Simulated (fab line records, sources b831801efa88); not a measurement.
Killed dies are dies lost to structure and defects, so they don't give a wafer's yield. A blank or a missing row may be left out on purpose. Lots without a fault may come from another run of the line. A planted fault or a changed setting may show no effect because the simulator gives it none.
Problem report in the 8D (eight disciplines) form, filled by code | flow gf180mcu | the parts of the form that need people (team, actions taken, sign-off) are left out

1. THE PROBLEM
HV_LDD_4_TW at GF_HV_LDD_TW_MEAS_50 reads a mean of 645 on 6 wafers of 2 lots; wafers without a fault read 569 with a standard deviation of 3.1. That is +25 standard deviations from the usual mean.
First seen on wafer L688.2, day 17 23:38, on film_metro-04. The record holds 42 wafers of 14 lots with a number at this step. Rule for "out", or "out of limits": more than 4 standard deviations from the usual mean. The other wafers with a number count as sound.

2. WHAT IT IS AND WHAT IT IS NOT
question                    | is                           | is not
which readings at this step | HV_LDD_4_TW                  | -
which lots                  | L688, L693                   | L671, L672, L673, L674, L675, L676, L677, L678, L679, L680, L681, L682
which wafers of those lots  | all that have a number       | -
read on which gauges        | film_metro-03, film_metro-04 | film_metro-01
when                        | from day 17 23:38            | up to then (36 sound wafers)

3. SUSPECTS, AND WHAT RULES EACH OUT
Counting: a tool at a process step up to the reading stays a suspect if it ran every lot that is out and no sound lot after the first of them.
- the gauge at GF_HV_LDD_TW_MEAS_50: ruled out. The wafers that are out were read on 2 gauges (film_metro-03, film_metro-04).
- implanter-04 at GF_HV_LDD_IMPLANT_48: kept. It ran every lot that is out, first L688 (day 17 23:22), and no sound lot after that; its last sound lot up to then is L682 (day 16 01:23). Its own readings are out on those wafers: dose_ions_cm2, faraday_current_uA.
Left after counting: implanter-04 at GF_HV_LDD_IMPLANT_48.

4. THE CAUSE (what the simulator had put in)
Process parameter drift: implanter-04, from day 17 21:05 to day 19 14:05, at GF_HV_LDD_IMPLANT_48. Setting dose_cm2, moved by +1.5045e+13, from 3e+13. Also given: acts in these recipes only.
Counting left only this tool.

5. THE CHAIN OF EFFECTS, in route order
Each row: a reading whose mean over the struck wafers that have a number lies more than 3 standard deviations from the usual. Only readings for which the record gives a usual standard deviation are gone through. hours: the time from each lot's start at the first step in this table that gives one to its start at this step, as a median over the lots. sigmas: the change in usual standard deviations.
hours | step                 | reading            | usual      | on struck wafers | change      | sigmas
0     | GF_HV_LDD_IMPLANT_48 | dose_ions_cm2      | 3.0001e+13 | 4.5022e+13       | +1.5021e+13 | +99 or more
0     | GF_HV_LDD_IMPLANT_48 | faraday_current_uA | 169        | 254              | +85         | +24
0     | GF_HV_LDD_TW_MEAS_50 | HV_LDD_4_TW        | 569        | 645              | +76         | +25
The process steps in it:
- GF_HV_LDD_IMPLANT_48
Later measuring or inspecting steps at which every struck wafer that the step has a row for has a number for every such reading, and none has moved that far: GF_SAB_OVL_MEAS_10.

6. WHAT WOULD HAVE CAUGHT IT SOONER
In this record the first reading out of limits at a measuring or inspecting step was taken at day 17 23:38, 3 hours after the fault began at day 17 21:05.
The tool's own readings at GF_HV_LDD_IMPLANT_48 were out on every struck wafer that the step has a row for (dose_ions_cm2, faraday_current_uA): an alarm limit on them would have fired on the first of those.
Of the lots that are out (2), L693 began GF_HV_LDD_IMPLANT_48 on implanter-04 after day 17 23:38. A hold on the tool at that time would have spared it.
